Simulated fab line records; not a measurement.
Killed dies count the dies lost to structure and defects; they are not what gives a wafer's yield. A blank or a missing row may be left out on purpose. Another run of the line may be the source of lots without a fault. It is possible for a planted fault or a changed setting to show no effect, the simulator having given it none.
Chamber matching / flow sky130 / hdpcvd-02 running SKY_VIA4_HDPCVD_00: 3 sister chambers
The step deposits SiO2, target thk 1750 nm, time 291.7 s. 3 wafers are shown with their chamber, then 6 later ones without.

## EACH WAFER AND ITS CHAMBER
wafer=L389.5; chamber=2; sih4-flow-sccm (sccm)=60.17
wafer=L391.2; chamber=1; sih4-flow-sccm (sccm)=59.81
wafer=L391.3; chamber=0; sih4-flow-sccm (sccm)=60.01

## WAFERS WHOSE CHAMBER IS MISSING
wafer=L391.6; sih4-flow-sccm (sccm)=60.23
wafer=L390.1; sih4-flow-sccm (sccm)=60.15
wafer=L390.2; sih4-flow-sccm (sccm)=59.94
wafer=L390.4; sih4-flow-sccm (sccm)=60.13
wafer=L396.1; sih4-flow-sccm (sccm)=60.19
wafer=L396.4; sih4-flow-sccm (sccm)=59.98

## WHICH CHAMBER EACH ONE RAN IN
wafer=L391.6; from the rows above=2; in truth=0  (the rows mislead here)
wafer=L390.1; from the rows above=2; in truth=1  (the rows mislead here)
wafer=L390.2; from the rows above=can't be placed: 0 or 1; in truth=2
wafer=L390.4; from the rows above=can't be placed: 2 or 0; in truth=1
wafer=L396.1; from the rows above=2; in truth=2
wafer=L396.4; from the rows above=0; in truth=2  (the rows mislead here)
Correct placement for 1 of the 6. These rows do not allow placing 2 (true chamber among the candidates in 0). Number placed wrongly: 3.
How it was worked out, from the rows above alone: a wafer's distance from a chamber is the root of the sum, over the readings, of the square of ((its reading less the chamber's mean) divided by the reading's scatter). If the next closest chamber is less than 2 further off than the closest, the wafer can't be placed; otherwise it belongs to the closest. The mean given for a chamber averages the wafers shown for that chamber. The scatter: with one shown wafer a chamber, the root of the mean of the squares of how far each hidden wafer lies from its nearest shown one.
